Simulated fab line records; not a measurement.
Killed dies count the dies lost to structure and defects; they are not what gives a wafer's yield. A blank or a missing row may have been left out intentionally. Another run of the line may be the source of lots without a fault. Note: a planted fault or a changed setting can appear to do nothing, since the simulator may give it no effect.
fab line records	flow sky130
record: lots: 6	wafers: 18	last_day: 50
route steps=708 shown METAL4@622 PAD_OPEN@708
lots untouched by any fault: they come from a run of this same line in which no faults occurred
start_h: the number of hours between the record's first day and the start of the first shown wafer of the lot	wait_h: how many hours have passed since the lot's step before this one	" unchanged from the row above	L1.1+2: several wafers, shown together as one row	- no value, or no start given	* or withheld: withheld	< > ~ a bound
route shown NAME@n: NAME is a module with steps in the file, n the number in the route of the first one	usual: mean/standard deviation taken from wafers without a fault	same: alike in all rows	chamber/n: place in a boat	sites: per-site readings	_std_site: their standard deviation	_edge_site: outer sites' mean less inner sites'	radius_mm: for every site, how far away it sits from the centre of the wafer	mask NAME#n: copy n	behind: the tool/chamber that last shaped the wafer	hold: cause of the lot's hold/its duration in hours/its outcome	device: the transistor (n, p or np) that didn't switch	end of line: the same wafers' tests at the end of the route	a step with no rows: only its recipe	killed: dies that structure and defects cost at the first sort, which is not the same as the wafer's yield	map: per-die view of a wafer (x killed, . not killed, _ where there is no die)
set.NAME: setting as actually run; set.NAME@STEP: the setting as run at that earlier step	model.NAME: the simulator's own value behind a step, which no gauge read
certain route steps with their lots: each step a table, each wafer a row
services: when a tool's chamber went out of use (start_h, in hours from the record's first day, below 0 if earlier), for how many hours, and the reason
== steps ==
step: SKY_METAL4_HMDS_06
recipe: prime_time_s: 60	prime_temp_c: 120
step: SKY_METAL4_COAT_07
recipe: resist: BARC	temp_c: withheld	time_s: withheld	spin_rpm: 3000	resist_thk_nm: 60
step: SKY_METAL4_COAT_08
recipe: resist: KrF-thick	spin_rpm: 3000	resist_thk_nm: 1140
step: SKY_METAL4_SOFTBAKE_09
recipe: temp_c: 100	time_s: 90	resist: KrF-thick
step: SKY_METAL4_EXPOSE_10
recipe: mask_id: MM4	na: 0.68	source_shape: annular	sigma_inner: 0.4	sigma_outer: 0.8	target_cd_nm: 300	dose_mj: 28
step: SKY_METAL4_PEB_11
recipe: peb_temp_c: withheld	peb_time_s: withheld	resist: KrF-thick
step: SKY_METAL4_DEVELOP_12
recipe: develop_time_s: 60	resist: KrF-thick	dev_temp_c: 21
step: SKY_METAL4_CD_MEAS_13
recipe: target_cd_nm: 300
usual: cd_nm: 299.8/1.4
lot.wafer	tool	chamber	start_h	wait_h	cd_nm
L347.4	cd_sem-02	-	1015.80	-	300.3
L347.5	"	-	"	"	298.9
L347.6	"	-	"	"	298.8
L359.1	cd_sem-02	-	1095.49	-	297.9
L359.5	"	-	"	"	296.7
L359.6	"	-	"	"	298.8
L360.2	cd_sem-01	-	1095.92	-	301.8
L360.3	"	-	"	"	302.3
L360.4	"	-	"	"	301.6
L361.3	cd_sem-02	-	1104.79	-	296.6
L361.5	"	-	"	"	297.5
L361.6	"	-	"	"	297.4
L363.3	cd_sem-02	-	1112.93	-	298.3
L363.5	"	-	"	"	299.1
L363.6	"	-	"	"	299.0
L364.2	cd_sem-02	-	1120.22	-	300.8
L364.3	"	-	"	"	300.1
L364.5	"	-	"	"	300.1
step: SKY_METAL4_OVL_MEAS_14
usual: METAL4_OVL: -2/5.2
lot.wafer	tool	chamber	start_h	wait_h	METAL4_OVL[nm]
L347.4	overlay-01	-	1015.88	0.1	-7
L347.5	"	-	"	"	2
L347.6	"	-	"	"	-12
L359.1	overlay-02	-	1095.61	0.1	-5
L359.5	"	-	"	"	-8
L359.6	"	-	"	"	0
L360.2	overlay-01	-	1096.03	0.1	1
L360.3	"	-	"	"	5
L360.4	"	-	"	"	1
L361.3	overlay-01	-	1104.89	0.1	-6
L361.5	"	-	"	"	-2
L361.6	"	-	"	"	-3
L363.3	overlay-01	-	1113.02	0.1	-4
L363.5	"	-	"	"	-4
L363.6	"	-	"	"	-7
L364.2	overlay-01	-	1120.33	0.1	6
L364.3	"	-	"	"	7
L364.5	"	-	"	"	0
step: SKY_METAL4_DESCUM_15
recipe: chemistry: O2	source_power_w: 150	bias_power_w: 0	pressure_mtorr: 10	temp_c: 40	time_s: 8
usual: drypump_motor_current_A: 5.6/0.51	oes_product_au: 0.999/0.014	rf_fwd_power_W: 147.4/0.53
lot.wafer	tool	chamber	start_h	wait_h	drypump_motor_current_A	oes_product_au	rf_fwd_power_W	rf_hours_counter_h
L347.4	rie_metal-02	0	1015.93	0.0	6.0	0.996	147.4	-
L347.5	"	0	"	"	6.0	0.998	147.7	-
L347.6	"	0	"	"	6.0	0.991	147.2	-
L359.1	rie_metal-02	0	1095.64	0.0	6.0	0.996	148.0	5
L359.5	"	1	"	"	6.3	0.983	147.7	-
L359.6	"	0	"	"	6.0	0.997	148.0	-
L360.2	rie_metal-02	1	1096.06	0.0	6.2	0.998	147.9	16
L360.3	"	0	"	"	6.0	0.998	147.5	-
L360.4	"	1	"	"	6.3	0.991	148.4	-
L361.3	rie_metal-03	1	1104.92	0.0	4.7	0.987	147.7	-
L361.5	"	1	"	"	4.8	0.978	147.4	-
L361.6	"	0	"	"	5.7	1.018	147.1	-
L363.3	rie_metal-03	1	1113.06	0.0	4.7	0.988	146.9	-
L363.5	"	0	"	"	5.7	1.016	146.7	-
L363.6	"	1	"	"	4.8	0.987	147.5	-
L364.2	rie_metal-02	1	1120.36	0.0	6.2	0.974	147.1	17
L364.3	"	1	"	"	6.3	0.978	146.6	-
L364.5	"	0	"	"	6.0	0.996	148.0	-
step: SKY_METAL4_ETCH_16
recipe: chemistry: N2/H2	target: BARC	ion_energy_ev: 200	bias_w: 100	pressure_mtorr: 30	n2_flow_sccm: 100	h2_flow_sccm: 200	icp_w: 500	stop_on: SiO2	time_s: 88.2	target_depth_a: 600
usual: drypump_motor_current_A: 5.6/0.51	oes_product_au: 0.625/0.0047	rf_fwd_power_W: 497.2/1.6	throttle_valve_pct: 13.206/0.0087
lot.wafer	tool	chamber	start_h	wait_h	drypump_motor_current_A	oes_product_au	rf_fwd_power_W	rf_hours_counter_h	throttle_valve_pct
L347.4	rie_metal-02	0	1016.06	0.1	6.0	0.620	497.9	-	13.212
L347.5	"	0	"	"	6.0	0.620	497.5	-	13.198
L347.6	"	0	"	"	6.0	0.627	498.6	-	13.213
L359.1	rie_metal-02	0	1095.68	0.0	6.0	0.630	494.8	5	13.211
L359.5	"	1	"	"	6.3	0.624	499.6	-	13.211
L359.6	"	0	"	"	6.0	0.631	497.1	-	13.213
L360.2	rie_metal-02	1	1096.09	0.0	6.3	0.633	499.8	16	13.215
L360.3	"	0	"	"	6.0	0.622	497.4	-	13.218
L360.4	"	1	"	"	6.3	0.623	499.1	-	13.198
L361.3	rie_metal-03	1	1104.97	0.0	4.7	0.622	498.4	-	13.208
L361.5	"	1	"	"	4.8	0.632	498.0	-	13.201
L361.6	"	0	"	"	5.7	0.623	499.6	-	13.214
L363.3	rie_metal-03	1	1113.11	0.0	4.8	0.627	496.7	-	13.210
L363.5	"	0	"	"	5.7	0.625	494.3	-	13.205
L363.6	"	1	"	"	4.8	0.642	496.4	-	13.213
L364.2	rie_metal-02	1	1120.39	0.0	6.3	0.631	496.4	17	13.211
L364.3	"	1	"	"	6.3	0.607	495.8	-	13.209
L364.5	"	0	"	"	6.0	0.626	497.1	-	13.188
step: SKY_METAL4_ETCH_17
recipe: target: SiO2	stop_on: TiN	chemistry: C4F8/O2/Ar	source_w: 1500	bias_w: 1200	pressure_mtorr: 40	c4f8_flow_sccm: withheld	O2_flow_sccm: 6	Ar_flow_sccm: 300	time_s: 3.9	target_depth_a: 150
usual: oes_product_au: 0.755/0.0085	rf_fwd_power_W: 1467/8
lot.wafer	tool	chamber	start_h	wait_h	oes_product_au	rf_fwd_power_W	rf_hours_counter_h
L347.4	rie_diel-03	2	1016.16	0.1	0.763	1457	12
L347.5	"	2	"	"	0.758	1458	-
L347.6	"	1	"	"	0.754	1459	-
L359.1	rie_diel-02	3	1095.77	0.1	0.741	1461	20
L359.5	"	0	"	"	0.753	1458	-
L359.6	"	3	"	"	0.746	1469	-
L360.2	rie_diel-03	1	1096.19	0.1	0.754	1464	17
L360.3	"	0	"	"	0.747	1470	16
L360.4	"	2	"	"	0.766	1470	15
L361.3	rie_diel-02	3	1105.04	0.0	0.747	1466	20
L361.5	"	3	"	"	0.753	1473	-
L361.6	"	2	"	"	0.746	1482	-
L363.3	rie_diel-02	3	1113.18	0.0	0.747	1464	20
L363.5	"	3	"	"	0.759	1469	-
L363.6	"	0	"	"	0.772	1468	-
L364.2	rie_diel-02	2	1120.49	0.1	0.765	1480	23
L364.3	"	0	"	"	0.755	1468	16
L364.5	"	1	"	"	0.760	1471	-
step: SKY_METAL4_METAL_ETCH_18
recipe: target_depth_a: 8450	stop_on: SiO2	over_etch_frac: 0.3	time_s: 183.1	chemistry: Cl2/BCl3	resist_sidewall_deg: 88	pressure_mtorr: 10	icp_w: 900	bias_w: 48.5	Cl2_flow_sccm: 60	bcl3_flow_sccm: 30
usual: drypump_motor_current_A: 5.6/0.48	oes_product_au: 0.865/0.0056	over_etch_frac: 0.3/0	rf_fwd_power_W: 897.1/2.6	throttle_valve_pct: 22.264/0.0098
lot.wafer	tool	chamber	start_h	wait_h	drypump_motor_current_A	oes_product_au	over_etch_frac	rf_fwd_power_W	rf_hours_counter_h	throttle_valve_pct	model.KrF-thick_of_METAL4_COAT_08.thk_nm	model.SiO2_of_VIA3_HDPCVD_00.thk_nm
L347.4	rie_metal-03	1	1016.23	0.1	4.8	0.859	0.3	896.0	-	22.254	540.8	436.4
L347.5	"	1	"	"	4.8	0.863	0.3	899.5	-	22.249	538.4	435.7
L347.6	"	0	"	"	5.7	0.862	0.3	897.3	-	22.272	509.2	437.3
L359.1	rie_metal-03	1	1095.79	0.0	4.8	0.865	0.3	898.2	22	22.268	547.4	435.2
L359.5	"	1	"	"	4.8	0.872	0.3	896.4	-	22.267	552.3	436.7
L359.6	"	0	"	"	5.7	0.930	0.17342	893.7	-	22.260	572.9	439.3
L360.2	rie_metal-03	0	1096.21	0.0	5.7	0.918	0.17342	897.4	21	22.268	564.5	437.6
L360.3	"	1	"	"	4.8	0.862	0.3	895.9	-	22.265	539.7	437
L360.4	"	0	"	"	5.7	0.914	0.17342	892.9	-	22.276	565.2	435
L361.3	rie_metal-04	1	1105.12	0.1	5.5	0.867	0.3	898.9	-	22.261	530.7	437.6
L361.5	"	0	"	"	5.6	0.858	0.3	896.7	-	22.282	512.4	433.6
L361.6	"	1	"	"	5.6	0.862	0.3	900.5	-	22.247	526.7	436.4
L363.3	rie_metal-04	1	1113.26	0.1	5.5	0.868	0.3	897.7	-	22.273	523.4	433
L363.5	"	0	"	"	5.6	0.869	0.3	897.3	-	22.287	512.8	433.7
L363.6	"	1	"	"	5.5	0.862	0.3	895.3	-	22.257	518.8	434.7
L364.2	rie_metal-04	0	1120.51	0.0	5.6	0.872	0.3	897.1	19	22.257	510.9	432.8
L364.3	"	0	"	"	5.6	0.864	0.3	899.5	-	22.245	508.7	437
L364.5	"	1	"	"	5.5	0.855	0.3	898.5	-	22.271	521.7	435.4
step: SKY_METAL4_STRIP_19
recipe: chemistry: O2/N2	power_w: 1400	pressure_mtorr: 1500	platen_temp_c: withheld	o2_flow_sccm: 3000	n2_flow_sccm: 300	overash_fraction: 0.5
usual: drypump_motor_current_A: 5.7/0.47	oes_product_au: 0.502/0.007	strip_time_to_endpoint_s: 6.53/0.13
lot.wafer	tool	chamber	start_h	wait_h	drypump_motor_current_A	oes_product_au	rf_hours_counter_h	strip_time_to_endpoint_s
L347.4	plasma_asher-01	0	1016.39	0.1	5.2	0.510	-	6.65
L347.5	"	0	"	"	5.3	0.506	-	6.65
L347.6	"	1	"	"	5.5	0.502	-	6.38
L359.1	plasma_asher-01	1	1095.97	0.1	5.4	0.511	3	6.73
L359.5	"	0	"	"	5.3	0.517	-	6.79
L359.6	"	1	"	"	5.4	0.511	-	6.99
L360.2	plasma_asher-01	1	1096.39	0.1	5.4	0.506	3	6.88
L360.3	"	1	"	"	5.4	0.506	-	6.65
L360.4	"	0	"	"	5.3	0.523	-	6.91
L361.3	plasma_asher-03	0	1105.27	0.1	5.7	0.502	-	6.57
L361.5	"	1	"	"	6.7	0.500	-	6.39
L361.6	"	0	"	"	5.7	0.496	-	6.53
L363.3	plasma_asher-03	0	1113.41	0.1	5.7	0.502	-	6.47
L363.5	"	1	"	"	6.7	0.505	-	6.39
L363.6	"	0	"	"	5.7	0.496	-	6.47
L364.2	plasma_asher-01	0	1120.69	0.1	5.3	0.494	6	6.37
L364.3	"	1	"	"	5.4	0.489	-	6.37
L364.5	"	0	"	"	5.3	0.512	-	6.49
step: SKY_METAL4_STRIP_20
recipe: chemistry: post_etch_residue_remover	time_s: 1200	temp_c: 72.5
step: SKY_PAD_OPEN_PROBE_99
usual: defect_limited_yield: 82.6/1.9	killed_at_M0_to_M3: 42/7	killed_at_M4_up: 3.2/1.6	killed_at_contacts: 24/5.8	killed_at_front_end: 16/4.3	killed_at_other: 0.3/0.62	killed_dies: 86/9.5	killed_open: 46/6.4	killed_short: 39/6.3	sort_bin_3_pad_short: 0.9/0.43	sort_bin_5_function: 10.5/1.4	sort_bin_6_memory: 6.1/1.2	sort_n_pass: 406/9.5	sort_yield_pct: 82.6/1.9
same: gross_dies: 492	killed_at_back_side: 0	sort_bin_4_leakage[%]: 0	sort_bin_8_speed[%]: 0
lot.wafer	tool	chamber	start_h	wait_h	defect_limited_yield[%]	killed_at_M0_to_M3	killed_at_M4_up	killed_at_contacts	killed_at_front_end	killed_at_other	killed_dies	killed_open	killed_short	sort_bin_3_pad_short[%]	sort_bin_5_function[%]	sort_bin_6_memory[%]	sort_n_pass	sort_yield_pct[%]
L347.4	prober-02	-	1107.56	0.2	82.5	50	1	15	19	1	86	54	31	0.6	11.4	5.5	406	82.5
L347.5	prober-02	-	1107.61	0.2	82.9	39	3	25	17	0	84	47	36	0.8	7.3	8.9	408	82.9
L347.6	prober-02	-	1107.66	0.2	83.5	48	4	12	14	3	81	44	34	0.6	10.4	5.5	411	83.5
L361.3	prober-02	-	1183.42	0.2	81.3	54	3	20	15	0	92	51	41	1.8	10.4	6.5	400	81.3
L361.5	prober-02	-	1183.52	0.2	83.1	38	5	21	19	0	83	40	42	1.0	11.4	4.5	409	83.1
L361.6	prober-02	-	1183.57	0.2	85.0	37	5	19	13	0	74	46	28	0	9.1	5.9	418	85.0
L363.3	prober-02	-	1188.91	0.2	82.5	35	6	30	15	0	86	42	44	0.4	10.2	6.9	406	82.5
L363.5	prober-02	-	1189.01	0.2	81.3	42	3	24	23	0	92	46	46	1.4	11.4	5.9	400	81.3
L363.6	prober-02	-	1189.06	0.2	82.3	45	3	21	16	2	87	40	46	0.4	11.4	5.9	405	82.3
killed by level:class
L347.4 VIA1:geometric_particle:open=11 VIA2:geometric_particle:open=11 CONTACT:geometric_particle:open=7 POLY_GATE:geometric_particle:open=6 FIELD_ISO:geometric_particle:open=5 METAL1:geometric_particle:short=5 VIA1:geometric_particle:short=5 VIA3:geometric_particle:open=5
L347.5 VIA1:geometric_particle:open=16 LOCAL_INTERCONNECT:geometric_particle:short=9 VIA3:geometric_particle:open=8 FIELD_ISO:geometric_particle:short=7 LI_CONTACT:geometric_particle:open=6 CONTACT:geometric_particle:open=5 FIELD_ISO:geometric_particle:open=4 CONTACT:geometric_particle:short=4
L347.6 VIA1:geometric_particle:open=7 VIA3:geometric_particle:open=7 CONTACT:geometric_particle:open=6 VIA2:geometric_particle:open=6 METAL1:geometric_particle:short=4 METAL2:geometric_particle:short=4 METAL2:coat_microbubble_printed=3 FIELD_ISO:geometric_particle:open=3
L361.3 CONTACT:geometric_particle:open=14 VIA2:geometric_particle:open=11 VIA1:geometric_particle:open=9 METAL1:geometric_particle:short=8 METAL2:geometric_particle:short=6 FIELD_ISO:geometric_particle:short=5 VIA3:geometric_particle:open=5 CONTACT:geometric_particle:short=4
L361.5 VIA1:geometric_particle:open=8 CONTACT:geometric_particle:open=7 METAL2:geometric_particle:short=7 CONTACT:geometric_particle:short=6 VIA3:geometric_particle:open=6 FIELD_ISO:geometric_particle:short=5 VIA2:geometric_particle:open=5 LI_CONTACT:geometric_particle:open=4
L361.6 VIA1:geometric_particle:open=12 CONTACT:geometric_particle:open=11 FIELD_ISO:geometric_particle:open=5 METAL1:geometric_particle:short=5 VIA2:geometric_particle:open=5 METAL4:geometric_particle:short=4 VIA3:geometric_particle:open=4 POLY_GATE:geometric_particle:short=3
L363.3 VIA1:geometric_particle:open=9 CONTACT:geometric_particle:open=8 LI_CONTACT:geometric_particle:open=8 CONTACT:geometric_particle:short=7 VIA3:geometric_particle:short=7 VIA1:geometric_particle:short=5 VIA3:geometric_particle:open=4 FIELD_ISO:geometric_particle:open=3
L363.5 CONTACT:geometric_particle:open=10 VIA1:geometric_particle:short=10 FIELD_ISO:geometric_particle:short=8 VIA3:geometric_particle:open=7 LI_CONTACT:geometric_particle:open=6 VIA1:geometric_particle:open=6 VIA2:geometric_particle:open=6 FIELD_ISO:geometric_particle:open=5
L363.6 CONTACT:geometric_particle:open=10 METAL1:geometric_particle:short=8 VIA1:geometric_particle:open=7 VIA2:geometric_particle:open=7 VIA3:geometric_particle:short=6 METAL2:geometric_particle:short=5 FIELD_ISO:geometric_particle:short=4 VIA2:geometric_particle:short=4
== services ==
tool	chamber	start_h	hours	kind
plasma_asher-03	-	997.20	2.8	pm
rie_diel-03	-	999.73	8.8	repair
rie_metal-02	1	1002.72	14.9	repair
rie_diel-02	0	1008.15	14.0	repair
rie_metal-04	-	1012.60	15.6	pm
rie_metal-02	0	1017.62	-	clean
rie_metal-02	0	1017.62	26.6	scheduled_down
rie_metal-02	0	1017.62	26.6	vent_cycle
rie_metal-04	-	1041.82	0.6	repair
rie_metal-02	-	1046.15	0.4	repair
plasma_asher-01	-	1055.25	9.0	pm
plasma_asher-01	0	1055.25	9.0	vent_cycle
plasma_asher-01	1	1055.25	9.0	vent_cycle
plasma_asher-01	0	1064.25	-	clean
plasma_asher-01	1	1064.25	-	clean
rie_metal-04	-	1070.99	28.1	pm
plasma_asher-03	-	1073.86	1.0	repair
rie_diel-02	2	1111.97	3.7	repair
rie_metal-04	0	1115.39	3.4	repair
== key ==
first_sign: step: SKY_METAL4_METAL_ETCH_18	reading: over_etch_frac	direction: down	sigmas: 99+	usual: 0.3	struck: 0.17342
effect: step: SKY_METAL4_METAL_ETCH_18	reading: oes_product_au	direction: up	sigmas: 9.8	usual: 0.865	struck: 0.920
effect: step: SKY_METAL4_STRIP_19	reading: strip_time_to_endpoint_s	direction: up	sigmas: 3.1	usual: *	struck: *
model_effect: step: SKY_METAL4_METAL_ETCH_18	value: KrF-thick_of_METAL4_COAT_08.thk_nm	without: 512.6	struck: 567.6
met_at SKY_METAL4_METAL_ETCH_18
struck_wafers L359.6,L360.2,L360.4
onset_between 1016.23 1095.79
fault: kind: process_parameter_drift	tool: rie_metal-03	chamber: 0	onset_h: 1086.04	steps: SKY_METAL4_METAL_ETCH_18	channel: over_etch_frac	offset: -0.12658	shape: step	end_h: 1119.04	acts_in: these_recipes_only	stated: 0.3
